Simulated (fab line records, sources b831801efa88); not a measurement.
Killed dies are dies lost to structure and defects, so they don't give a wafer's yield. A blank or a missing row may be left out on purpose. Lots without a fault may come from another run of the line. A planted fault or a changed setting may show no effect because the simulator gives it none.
A struck lot beside a sound one | flow sky130 | 16 steps out of a route of 708
Sound: wafers L635.2, L635.3, L635.4. Struck: wafer L638.3. (L638.2 of the same lot was not struck and is left out.) The cause comes at the end.
At each step with rows: each side's tool, then ch and its chambers, then its first start. Under that, the readings that differ: sound wafers | struck wafers | difference of the means | sigmas: that difference in standard deviations of wafers without a fault.
alike: readings whose means differ by less than 2 such deviations, and words and numbers that are the same on both sides. not compared: withheld readings, readings that some wafer has no value for, bounds like >300 that may hide the same value, and numbers for which the record gives no deviation and whose values overlap.
The two part at a step that has a row with sigmas, a row that says differs or no value, or rows on one side only. Numbers that don't overlap but have no deviation are shown without sigmas and don't part them. A reading that every wafer of one side lacks parts them only if that side has two wafers or more.

SKY_VIA3_BOW_MEAS_03:
  sound on film_metro-03, day 38 13:30; struck on film_metro-04, day 40 01:12
  alike: VIA3_BOW
then, 8 steps without rows for these wafers: SKY_VIA3_DEHYDRATE_04 (time 60 s); SKY_VIA3_HMDS_05 (prime time 60 s); SKY_VIA3_COAT_06 (resist thk 60 nm); SKY_VIA3_COAT_07 (resist thk 450 nm); SKY_VIA3_SOFTBAKE_08 (time 90 s); SKY_VIA3_EXPOSE_09 (exposes mask VIM3, target cd 200 nm); SKY_VIA3_PEB_10; SKY_VIA3_DEVELOP_11 (develop time 60 s).
SKY_VIA3_CD_MEAS_12: target cd 200 nm.
  sound on cd_sem-02, day 39 14:40; struck on cd_sem-01, day 41 01:44
  alike: cd_nm
SKY_VIA3_OVL_MEAS_13:
  sound on overlay-02, day 39 14:46; struck on overlay-02, day 41 01:50
  alike: VIA3_OVL
SKY_VIA3_ETCH_14: etches BARC in N2/H2, stops on SiO2, time 45.9 s, target depth 60 nm.
  sound on rie_diel-03 ch 0,2,3, day 39 14:48; struck on rie_diel-04 ch 3, day 41 01:52
  reading                     | sound       | struck | difference | sigmas
  drypump_motor_current_A (A) | 5.9 5.3 6.4 | 4.7    | -1.2       | -2
  alike: chamber_pressure_mTorr, oes_product_au, run_length_s, throttle_valve_pct
  not compared: rf_hours_counter_h
SKY_VIA3_ETCH_15: etches SiO2 in C4F8/O2/Ar, stops on TiN, target depth 507 nm, time 78 s.
  sound on rie_diel-03 ch 0,2,3, day 39 14:50; struck on rie_diel-04 ch 3, day 41 01:54
  reading                                     | sound             | struck | difference | sigmas
  oes_product_au (a.u.)                       | 0.947 0.942 0.942 | 0.898  | -0.046     | -10
  run_length_s (s)                            | 105.9 107.0 106.5 | 113.6  | +7.1       | +18
  model.KrF-thick_of_VIA3_COAT_07.thk_nm (nm) | 293.7 292 294.3   | 280.6  | -12.7      |
  model.TiN_of_METAL3_SPUTTER_04.thk_nm (nm)  | 69.22 69.9 69.97  | 68.48  | -1.22      |
  alike: chamber_pressure_mTorr
  not compared: rf_hours_counter_h
SKY_VIA3_STRIP_16: strips in O2/N2.
  sound on plasma_asher-01 ch 0,1, day 39 14:54; struck on plasma_asher-01 ch 0, day 41 01:58
  reading                      | sound             | struck | difference | sigmas
  strip_time_to_endpoint_s (s) | 4.147 4.141 4.159 | 4.011  | -0.138     | -6
  alike: chamber_pressure_mTorr, drypump_motor_current_A, oes_product_au
  not compared: rf_hours_counter_h
then, 2 steps without rows for these wafers: SKY_VIA3_STRIP_17 (strips in post etch residue remover, time 1200 s); SKY_PAD_OPEN_PROBE_99.

WHERE THEY PART
First at SKY_VIA3_ETCH_14; last, within this record, at SKY_VIA3_STRIP_16.

WHY: what the simulator had put in
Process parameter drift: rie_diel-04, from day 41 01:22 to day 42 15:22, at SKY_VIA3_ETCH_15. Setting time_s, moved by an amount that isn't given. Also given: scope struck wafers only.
